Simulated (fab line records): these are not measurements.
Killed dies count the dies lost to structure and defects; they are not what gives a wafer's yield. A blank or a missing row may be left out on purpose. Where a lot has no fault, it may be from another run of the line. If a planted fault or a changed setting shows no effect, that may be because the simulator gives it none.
Struck lot and sound lot, side by side :: flow sky130 :: 15 steps out of a route of 708
Sound: these wafers, L508.1, L508.4, L508.6. Struck: wafer L514.5 (left out: L514.2, L514.6 of the same lot, which were not struck); the cause appears at the end.
Per side, at each step with rows, come the tool, then ch with its chambers, and then its first start. Under that, the readings that differ: sound wafers :: struck wafers :: difference of the means :: sigmas: that difference in standard deviations of wafers without a fault.
alike: words and numbers the same on both sides, and readings whose means are apart by under 2 such deviations; not compared: readings that were withheld, readings missing a value for some wafer, numbers with overlapping values and no deviation given by the record, and bounds like >300 which may hide the same value.
Wherever a step has rows on one side only, a row that says differs or no value, or a row with sigmas, the two part there. Numbers that don't overlap but have no deviation are shown without sigmas and don't part them. A reading missing from all wafers of one side parts the sides only when that side holds two or more wafers.

first, 7 steps without rows for these wafers: SKY_METAL4_HMDS_06 (prime time 60 s); SKY_METAL4_COAT_07 (resist thk 60 nm); SKY_METAL4_COAT_08 (resist thk 1140 nm); SKY_METAL4_SOFTBAKE_09 (time 90 s); SKY_METAL4_EXPOSE_10 (exposes mask MM4, target cd 300 nm); SKY_METAL4_PEB_11; SKY_METAL4_DEVELOP_12 (develop time 60 s).
SKY_METAL4_CD_MEAS_13: target cd 300 nm.
  sound on cd_sem-01, day 43 05:12; struck on cd_sem-01, day 45 00:25
  alike: cd_nm
SKY_METAL4_OVL_MEAS_14:
  sound on overlay-01, day 43 05:19; struck on overlay-01, day 45 00:31
  alike: METAL4_OVL
SKY_METAL4_DESCUM_15: chemistry O2, time 8 s.
  sound on rie_metal-04 ch 0,1, day 43 05:21; struck on rie_metal-04 ch 0, day 45 00:33
  alike: drypump_motor_current_A, oes_product_au
  not compared: rf_hours_counter_h
SKY_METAL4_ETCH_16: etches BARC in N2/H2, stops on SiO2, time 88.2 s, target depth 60 nm.
  sound on rie_metal-04 ch 0,1, day 43 05:23; struck on rie_metal-04 ch 0, day 45 00:35
  alike: drypump_motor_current_A, oes_product_au, run_length_s, throttle_valve_pct
  not compared: rf_hours_counter_h
SKY_METAL4_ETCH_17: etches SiO2 in C4F8/O2/Ar, stops on TiN, time 3.9 s, target depth 15 nm.
  sound on rie_diel-02 ch 0,1,2, day 43 05:29; struck on rie_diel-02 ch 1, day 45 00:41
  alike: oes_product_au
  not compared: rf_hours_counter_h
SKY_METAL4_METAL_ETCH_18: etches the open film in Cl2/BCl3, stops on SiO2, target depth 845 nm, time 183.1 s.
  sound on rie_metal-01 ch 0,1, day 43 05:30; struck on rie_metal-01 ch 0, day 45 00:42
reading: oes_product_au (a.u.)
sound: 0.873 0.871 0.874
struck: 0.910
difference: +0.037
sigmas: +5

reading: run_length_s (s)
sound: 211.1 211.1 211.1
struck: 203.1
difference: -8.0
sigmas: -20

reading: model.KrF-thick_of_METAL4_COAT_08.thk_nm (nm)
sound: 527.2 524.7 522
struck: 548.2
difference: +23.6
sigmas: 
  alike: drypump_motor_current_A, throttle_valve_pct
  not compared: rf_hours_counter_h
SKY_METAL4_STRIP_19: strips in O2/N2.
  sound on plasma_asher-04 ch 0, day 43 05:41; struck on plasma_asher-01 ch 1, day 45 00:53
reading: oes_product_au (a.u.)
sound: 0.496 0.501 0.499
struck: 0.515
difference: +0.016
sigmas: +3

reading: strip_time_to_endpoint_s (s)
sound: 6.52 6.51 6.48
struck: 6.76
difference: +0.26
sigmas: +3
  alike: drypump_motor_current_A
  not compared: rf_hours_counter_h
then, 1 step without rows for these wafers: SKY_METAL4_STRIP_20 (strips in post etch residue remover, time 1200 s).

## WHERE THEY PART
Last at SKY_METAL4_STRIP_19 as far as this record goes, first at SKY_METAL4_METAL_ETCH_18.

WHY: what the simulator had put in
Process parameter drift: rie_metal-01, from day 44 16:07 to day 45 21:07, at SKY_METAL4_METAL_ETCH_18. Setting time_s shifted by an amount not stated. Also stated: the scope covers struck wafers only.
